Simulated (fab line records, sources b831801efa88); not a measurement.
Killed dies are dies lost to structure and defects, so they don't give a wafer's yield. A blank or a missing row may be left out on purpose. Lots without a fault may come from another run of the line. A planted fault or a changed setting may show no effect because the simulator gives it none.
Which tool did it? | flow gf180mcu | 7 lots, 20 wafers sampled, at 3 steps of a route of 602

WHAT THE GAUGES READ, wafer by wafer
GF_STI_THK_MEAS_24.
lot  | measured    | on            | STI_CVD_23_THK (nm)
L501 | day 2 08:47 | film_metro-03 | 644 656 644
L503 | day 2 19:58 | film_metro-03 | 655 645 656
L506 | day 3 10:04 | film_metro-04 | 643 648 645
L513 | day 4 23:29 | film_metro-03 | 654 651 665
L517 | day 5 19:08 | film_metro-04 | 663 692
L519 | day 6 06:17 | film_metro-03 | 650 656 656
L523 | day 7 02:06 | film_metro-04 | 647 644 652

WHICH TOOL RAN EACH LOT (tool, then ch and the chambers of the sampled wafers, then the start)
lot  | GF_STI_ETCH_14                  | GF_STI_CVD_23
L501 | rie_si-01 ch 0,1,3, day 2 06:43 | hdpcvd-02 ch 0,2, day 2 08:42
L503 | rie_si-01 ch 0,1, day 2 17:37   | hdpcvd-01 ch 0,2, day 2 19:50
L506 | rie_si-02 ch 0,1,2, day 3 08:14 | hdpcvd-01 ch 0,1,2, day 3 09:59
L513 | rie_si-01 ch 1,3, day 4 21:40   | hdpcvd-01 ch 0,2, day 4 23:23
L517 | rie_si-02 ch 0,1, day 5 16:55   | hdpcvd-01 ch 0,1, day 5 19:03
L519 | rie_si-02 ch 1,2,3, day 6 03:41 | hdpcvd-02 ch 0,2, day 6 06:10
L523 | rie_si-01 ch 0,3, day 7 00:16   | hdpcvd-02 ch 1,2, day 7 01:59
- GF_STI_ETCH_14: etches Si in HBr/Cl2/O2, target depth 360 nm, time 102.9 s.
- GF_STI_CVD_23: deposits SiO2, target thk 650 nm, time 108.3 s.

THE ANSWER, worked out from the rows above alone
Rule: what is usual is taken from the lots themselves. Put in order of their means at a reading, lots are off if they are a third of the lots or fewer, leave a main group of 4 or more, and stand apart from it by a gap of 3 or more times the standard deviation of the main group's means; of several such gaps the widest counts. A main group whose means are all the same, to the digits that the tables above print for the reading, isn't used. A lot without any number at a reading at which 4 lots or more have one is off too. The other lots that the step has rows for count as sound.
Off: L517, at GF_STI_THK_MEAS_24 (STI_CVD_23_THK). The main group: mean 651 nm, standard deviation 3.9.
A tool fits if, at a process step before that reading, it ran every lot that is off, and no sound lot after the first of them. The gauges at GF_STI_THK_MEAS_24 are tried like those tools. One fits: hdpcvd-01 at GF_STI_CVD_23. Its last sound lot is L513 (day 4 23:23), its first lot that is off L517 (day 5 19:03): a fault that began between those two fits.

WHAT THE SIMULATOR HAD PUT IN
Process parameter drift: hdpcvd-01, from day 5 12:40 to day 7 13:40, at GF_STI_CVD_23. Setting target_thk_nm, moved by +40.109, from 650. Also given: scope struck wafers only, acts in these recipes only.
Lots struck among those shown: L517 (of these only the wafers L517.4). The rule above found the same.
